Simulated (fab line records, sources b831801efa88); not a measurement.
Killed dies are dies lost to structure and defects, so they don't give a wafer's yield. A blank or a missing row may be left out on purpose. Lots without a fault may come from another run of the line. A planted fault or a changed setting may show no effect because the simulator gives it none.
fab line records | flow gf180mcu
record lots=5 wafers=15 last_day=33
route steps=602 shown V2@384
lots that met no fault: from a run of the same line without faults
start_h: hours from the record's first day to the start of the lot's first wafer shown | wait_h: hours since the lot's step before | " the same as in the row above | L1.1+2: a row that stands for several wafers | - no value, or no start given | * or withheld: withheld | < > ~ a bound
route shown NAME@n: a module of which the file shows steps, and the number in the route of the first | usual: mean/standard deviation of fault-free wafers | same: alike in all rows | chamber/n: place in a boat | sites: the reading at each site | _std_site: their standard deviation | _edge_site: outer sites' mean less inner sites' | radius_mm: how far each site lies from the wafer's centre | mask NAME#n: copy n | behind: the tool/chamber that last shaped the wafer | hold: why the lot was held/for how many hours/how that ended | device: the transistor (n, p or np) that didn't switch | end of line: the same wafers' tests at the end of the route | a step without rows: its recipe alone | killed: dies lost to structure and defects at the first sort, not the wafer's yield | map: a wafer's dies, x killed, . not, _ none there
set.NAME: the setting as run; set.NAME@STEP: as run at that earlier step | model.NAME: the simulator's own value behind a step, which no gauge read
lots at some steps of the route; a table a step, a row a wafer
services: from which hour (start_h, from the record's first day; less than 0 if before it) a tool's chamber was out of use, for how many hours, and why
## steps
# step GF_V2_CVD_02
# recipe material=SiO2 target_thk_nm=850 precursor=TEOS temp_c=400 time_s=94.851 rf_w=600
# usual heater_power_w=702/81
# columns lot.wafer tool chamber start_h wait_h heater_power_w
L074.2 pecvd-02 2 442.65 0.0 728
L074.4 " 1 " " 554
L074.5 " 0 " " 671
L077.1 pecvd-04 1 477.62 0.1 702
L077.2 " 0 " " 815
L077.3 " 2 " " 665
L089.1 pecvd-01 0 571.99 0.1 772
L089.5 " 0 " " 815
L089.6 " 2 " " 703
L090.4 pecvd-04 0 576.70 0.1 661
L090.5 " 2 " " 542
L090.6 " 1 " " 598
L093.4 pecvd-01 2 600.57 0.1 700
L093.5 " 1 " " 726
L093.6 " 0 " " 665
# step GF_V2_THK_MEAS_03
# recipe reads=SiO2_of_V2_CVD_02
# usual V2_CVD_02_THK=849/11
# columns lot.wafer tool chamber start_h wait_h V2_CVD_02_THK[nm]
L074.2 film_metro-03 - 442.73 0.0 846
L074.4 " - " " 841
L074.5 " - " " 858
L077.1 film_metro-03 - 477.69 0.0 854
L077.2 " - " " 848
L077.3 " - " " 839
L089.1 film_metro-04 - 572.06 0.0 829
L089.5 " - " " 835
L089.6 " - " " 846
L090.4 film_metro-01 - 576.77 0.0 865
L090.5 " - " " 854
L090.6 " - " " 854
L093.4 film_metro-01 - 600.64 0.0 853
L093.5 " - " " 873
L093.6 " - " " 855
# step GF_V2_CMP_04
# recipe material=SiO2 down_force_psi=4 platen_rpm=60 pad_velocity_m_s=0.94248
# usual motor_current_A=12.7/1.6 time_to_endpoint_s=82/5.8
# columns lot.wafer tool chamber start_h wait_h motor_current_A time_to_endpoint_s
L074.2 cmp-01 3 442.88 0.1 13.6 81
L074.4 " 0 " " 12.1 80
L074.5 " 1 " " 15.1 86
L077.3 cmp-02 2 477.80 0.1 12.6 80
L077.1 " 3 " " 13.1 82
L077.2 " 0 " " 9.9 79
L089.1 cmp-01 0 572.17 0.1 12.2 73
L089.6 " 3 " " 14.2 87
L089.5 " 0 " " 12.8 79
L090.4 cmp-01 1 576.95 0.2 16.2 91
L090.5 " 2 " " 11.6 85
L090.6 " 3 " " 13.2 91
L093.4 cmp-01 1 600.72 0.1 15.8 85
L093.6 " 0 " " 13.0 89
L093.5 " 1 " " 15.1 94
# step GF_V2_BOW_MEAS_05
# recipe mode=bow
# usual V2_BOW=100/7.2
# columns lot.wafer tool chamber start_h wait_h V2_BOW[um]
L074.2 film_metro-01 - 443.10 0.2 105
L074.4 " - " " 117
L074.5 " - " " 105
L077.1 film_metro-03 - 478.05 0.1 87
L077.2 " - " " 103
L077.3 " - " " 108
L089.1 film_metro-04 - 572.42 0.2 108
L089.5 " - " " 97
L089.6 " - " " 101
L090.4 film_metro-01 - 577.16 0.2 115
L090.5 " - " " 96
L090.6 " - " " 107
L093.4 film_metro-04 - 601.03 0.3 105
L093.5 " - " " 97
L093.6 " - " " 112
# step GF_V2_DEHYDRATE_06
# recipe temp_c=200 time_s=60
# usual heater_power_total_W=160.39/0.13
# columns lot.wafer tool chamber start_h wait_h heater_power_total_W
L074.2 litho_track-03 0 454.69 11.6 160.28
L074.4 " 0 " " 160.52
L074.5 " 0 " " 160.40
L077.1 litho_track-02 0 489.48 11.4 160.48
L077.2 " 0 " " 160.25
L077.3 " 0 " " 160.34
L089.1 litho_track-04 0 582.66 10.2 160.21
L089.5 " 0 " " 160.16
L089.6 " 0 " " 160.49
L090.4 litho_track-02 0 587.10 9.9 160.48
L090.5 " 0 " " 160.54
L090.6 " 0 " " 160.22
L093.4 litho_track-04 0 610.49 9.4 160.41
L093.5 " 0 " " 160.12
L093.6 " 0 " " 160.38
# step GF_V2_HMDS_07
# recipe prime_time_s=60 prime_temp_c=120
# columns lot.wafer tool chamber start_h wait_h
L074.2+4+5 litho_track-03 0 454.84 0.1
L077.1+2+3 litho_track-02 0 489.63 0.1
L089.1+5+6 litho_track-04 0 582.81 0.1
L090.4+5+6 litho_track-02 0 587.25 0.1
L093.4+5+6 litho_track-04 0 610.64 0.1
# step GF_V2_COAT_08
# recipe resist=BARC temp_c=withheld time_s=withheld spin_rpm=withheld resist_thk_nm=withheld
# columns lot.wafer tool chamber start_h wait_h
L074.2+4+5 litho_track-03 0 454.99 0.1
L077.1+2+3 litho_track-02 0 489.78 0.1
L089.1+5+6 litho_track-04 0 582.96 0.1
L090.4+5+6 litho_track-02 0 587.40 0.1
L093.4+5+6 litho_track-04 0 610.79 0.1
# step GF_V2_COAT_09
# recipe resist=KrF spin_rpm=withheld resist_thk_nm=1000
# columns lot.wafer tool chamber start_h wait_h
L074.2+4+5 litho_track-03 0 - -
L077.1+2+3 litho_track-02 0 - -
L089.1+5+6 litho_track-04 0 - -
L090.4+5+6 litho_track-02 0 - -
L093.4+5+6 litho_track-04 0 - -
# step GF_V2_SOFTBAKE_10
# recipe temp_c=130 time_s=60 resist=KrF
# usual heater_power_total_W=93.04/0.059
# columns lot.wafer tool chamber start_h wait_h heater_power_total_W
L074.2 litho_track-03 0 - - 92.98
L074.4 " 0 " " 92.93
L074.5 " 0 " " 92.94
L077.1 litho_track-02 0 - - 92.94
L077.2 " 0 " " 92.99
L077.3 " 0 " " 92.95
L089.1 litho_track-04 0 - - 93.00
L089.5 " 0 " " 92.94
L089.6 " 0 " " 93.09
L090.4 litho_track-02 0 - - 93.05
L090.5 " 0 " " 93.10
L090.6 " 0 " " 93.03
L093.4 litho_track-04 0 - - 93.05
L093.5 " 0 " " 93.01
L093.6 " 0 " " 93.10
# step GF_V2_EXPOSE_11
# recipe mask_id=Via2 target_cd_nm=260 na=0.68 source_shape=conventional sigma_outer=0.6 dose_mj=38
# columns lot.wafer tool chamber start_h wait_h mask
L074.2+4+5 krf_scanner-02 0 - - Via2#0
L077.1+2+3 krf_scanner-01 0 - - Via2#0
L089.1+5+6 krf_scanner-01 0 - - Via2#0
L090.4+5+6 krf_scanner-01 0 - - Via2#0
L093.4+5+6 krf_scanner-02 0 - - Via2#0
# step GF_V2_PEB_12
# recipe peb_temp_c=135 peb_time_s=91.48 resist=KrF
# usual heater_power_total_W=85.56/0.099 plate_sensor_t_centre_C=136.13/0.01 plate_sensor_t_edge_C=136.29/0.011
# same peb_time_s=91.48
# columns lot.wafer tool chamber start_h wait_h heater_power_total_W plate_sensor_t_centre_C plate_sensor_t_edge_C
L074.2 litho_track-03 0 - - 85.43 136.14 136.27
L074.4 " 0 " " 85.43 136.14 136.28
L074.5 " 0 " " 85.69 136.13 136.3
L077.1 litho_track-02 0 - - 85.64 136.13 136.31
L077.2 " 0 " " 85.63 136.12 136.3
L077.3 " 0 " " 85.48 136.14 136.29
L089.1 litho_track-02 0 - - 85.55 136.11 136.28
L089.5 " 0 " " 85.72 136.14 136.29
L089.6 " 0 " " 85.62 136.12 136.29
L090.4 litho_track-03 0 - - 85.66 136.14 136.3
L090.5 " 0 " " 85.42 136.11 136.28
L090.6 " 0 " " 85.55 136.15 136.3
L093.4 litho_track-03 0 - - 85.62 136.13 136.28
L093.5 " 0 " " 85.56 136.13 136.28
L093.6 " 0 " " 85.57 136.12 136.28
# step GF_V2_DEVELOP_13
# recipe develop_time_s=60 resist=KrF dev_temp_c=21
# columns lot.wafer tool chamber start_h wait_h
L074.2+4+5 litho_track-03 0 467.18 0.2
L077.1+2+3 litho_track-02 0 502.58 0.2
L089.1+5+6 litho_track-02 0 593.58 0.2
L090.4+5+6 litho_track-03 0 598.08 0.1
L093.4+5+6 litho_track-03 0 621.43 0.1
# step GF_V2_CD_MEAS_14
# recipe target_cd_nm=260
# usual cd_nm=259.9/1.2
# columns lot.wafer tool chamber start_h wait_h cd_nm
L074.2 cd_sem-02 - 467.33 0.1 257.6
L074.4 " - " " 257.4
L074.5 " - " " 259.1
L077.1 cd_sem-01 - 502.73 0.1 259.6
L077.2 " - " " 258.7
L077.3 " - " " 259.0
L089.1 cd_sem-01 - 593.73 0.1 261.0
L089.5 " - " " 260.7
L089.6 " - " " 259.6
L090.4 cd_sem-02 - 598.22 0.1 258.6
L090.5 " - " " 258.5
L090.6 " - " " 258.6
L093.4 cd_sem-02 - 621.57 0.1 258.7
L093.5 " - " " 259.4
L093.6 " - " " 259.9
# step GF_V2_OVL_MEAS_15
# usual V2_OVL=2/5.1
# columns lot.wafer tool chamber start_h wait_h V2_OVL[nm]
L074.2 overlay-01 - 467.44 0.1 4
L074.4 " - " " 4
L074.5 " - " " -10
L077.1 overlay-02 - 502.85 0.1 0
L077.2 " - " " 6
L077.3 " - " " -3
L089.1 overlay-01 - 593.85 0.1 1
L089.5 " - " " 2
L089.6 " - " " 3
L090.4 overlay-02 - 598.30 0.1 1
L090.5 " - " " -2
L090.6 " - " " -7
L093.4 overlay-02 - 621.65 0.1 -1
L093.5 " - " " -2
L093.6 " - " " -2
# step GF_V2_ETCH_16
# recipe chemistry=N2/H2 target_depth_a=withheld overetch_a=withheld time_s=withheld target=BARC ion_energy_ev=200 source_w=500 bias_w=100 pressure_mtorr=30 n2_flow_sccm=100 h2_flow_sccm=200
# usual drypump_motor_current_A=5.9/0.57 n2_flow_sccm=100.0/0.3 oes_product_au=0.855/0.0047 throttle_valve_pct=13.225/0.0092
# columns lot.wafer tool chamber start_h wait_h drypump_motor_current_A n2_flow_sccm oes_product_au throttle_valve_pct
L074.2 rie_diel-04 0 467.47 0.0 5.6 99.5 0.863 13.222
L074.4 " 3 " " 4.9 99.7 0.860 13.211
L074.5 " 1 " " 6.1 100.0 0.851 13.229
L077.1 rie_diel-04 1 502.89 0.0 6.1 100.0 0.862 13.232
L077.2 " 3 " " 4.9 100.1 0.848 13.231
L077.3 " 0 " " 5.6 100.8 0.854 13.228
L089.1 rie_diel-02 0 593.89 0.0 5.9 100.0 0.854 13.234
L089.5 " 3 " " 6.6 99.9 0.862 13.229
L089.6 " 0 " " 5.9 100.0 0.858 13.221
L090.4 rie_diel-01 3 598.31 0.0 5.8 100.0 0.863 13.232
L090.5 " 0 " " 6.5 99.7 0.861 13.235
L090.6 " 1 " " 6.3 99.7 0.855 13.229
L093.4 rie_diel-02 2 621.66 0.0 6.4 99.8 0.862 13.226
L093.5 " 2 " " 6.4 100.1 0.859 13.221
L093.6 " 1 " " 6.4 100.1 0.845 13.215
## services
# columns tool chamber start_h hours kind
pecvd-02 1 420.21 6.0 repair
pecvd-04 - 437.67 14.6 pm
krf_scanner-02 - 442.76 1.0 pm
krf_scanner-01 - 444.64 1.0 pm
rie_diel-01 1 451.12 13.4 repair
cmp-02 - 452.16 0.3 repair
pecvd-04 - 457.34 4.1 repair
krf_scanner-02 - 459.20 11.6 pm
krf_scanner-02 - 470.75 0.8 pm
krf_scanner-02 - 477.39 4.0 pm
cmp-02 - 489.51 3.9 repair
rie_diel-01 2 490.25 7.9 repair
cmp-01 - 496.76 0.5 repair
pecvd-04 - 497.16 2.5 repair
krf_scanner-01 - 499.61 1.3 pm
rie_diel-01 2 499.70 9.7 repair
pecvd-01 - 518.09 2.8 pm
rie_diel-01 - 527.03 0.8 repair
krf_scanner-01 - 545.17 2.6 repair
krf_scanner-01 - 564.88 0.8 pm
krf_scanner-02 - 568.25 1.3 pm
rie_diel-02 - 610.03 0.8 repair
krf_scanner-02 - 611.76 1.0 pm
krf_scanner-01 - 613.64 1.0 pm
## key
fault none
